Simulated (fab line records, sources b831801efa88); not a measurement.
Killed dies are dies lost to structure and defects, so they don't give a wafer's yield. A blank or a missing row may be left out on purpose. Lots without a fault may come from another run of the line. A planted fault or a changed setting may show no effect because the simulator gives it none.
Chamber matching | flow sky130 | SKY_LI_CONTACT_ETCH_14 on rie_diel-02: 4 sister chambers
The step etches BARC in N2/H2, stops on SiO2, time 45.9 s, target depth 60 nm. 14 wafers are shown with their chamber, then 7 later ones without.

WAFERS WITH THEIR CHAMBER
wafer  | chamber | drypump_motor_current_A (A) | bias_w (W) | oes_product_au (a.u.)
L078.1 | 3       | 5.7                         | 97.9       | 0.862
L078.3 | 1       | 6.5                         | 97.5       | 0.855
L078.4 | 2       | 5.4                         | 97.8       | 0.853
L077.1 | 2       | 5.3                         | 98.0       | 0.855
L077.2 | 3       | 5.7                         | 97.4       | 0.854
L077.4 | 0       | 5.8                         | 97.2       | 0.857
L085.1 | 3       | 5.7                         | 97.2       | 0.860
L085.3 | 2       | 5.3                         | 97.7       | 0.858
L085.5 | 0       | 5.8                         | 97.2       | 0.845
L086.1 | 1       | 6.5                         | 97.5       | 0.849
L086.3 | 0       | 5.8                         | 97.2       | 0.861
L086.5 | 1       | 6.5                         | 96.9       | 0.851
L088.2 | 0       | 5.8                         | 97.6       | 0.859
L088.3 | 2       | 5.3                         | 97.8       | 0.856

SIGNATURES (means of the wafers above)
reading                 | chamber 0 | chamber 1 | chamber 2 | chamber 3 | scatter within a chamber
drypump_motor_current_A | 5.800     | 6.500     | 5.325     | 5.700     | 0.0274
bias_w                  | 97.300    | 97.300    | 97.825    | 97.500    | 0.258
oes_product_au          | 0.85550   | 0.85167   | 0.85550   | 0.85867   | 0.0047
Rule: a wafer's distance from a chamber is the root of the sum, over the readings, of the square of ((its reading less the chamber's mean) divided by the reading's scatter). The wafer belongs to the nearest chamber; if the next one is less than 2 further off, it can't be placed. The scatter: the root of (the sum of the squares of (reading less its chamber's mean) over the shown wafers, divided by (wafers less chambers)).

WAFERS WITHOUT THEIR CHAMBER
wafer  | drypump_motor_current_A (A) | bias_w (W) | oes_product_au (a.u.)
L088.6 | 5.8                         | 98.1       | 0.847
L089.1 | 5.8                         | 97.8       | 0.852
L089.2 | 6.5                         | 97.4       | 0.860
L089.3 | 5.3                         | 97.5       | 0.859
L097.2 | 6.5                         | 97.1       | 0.854
L097.3 | 5.7                         | 97.5       | 0.858
L097.6 | 5.3                         | 97.4       | 0.855

WHICH CHAMBER EACH WENT THROUGH
wafer  | from the rows above     | in truth
L088.6 | can't be placed: 0 or 3 | 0
L089.1 | 0                       | 0
L089.2 | 1                       | 1
L089.3 | 2                       | 2
L097.2 | 1                       | 1
L097.3 | 3                       | 3
L097.6 | 2                       | 2
Placed correctly: 6 of 7. Can't be placed from these rows: 1 (the true chamber is among the candidates in 1). Placed wrongly: 0.
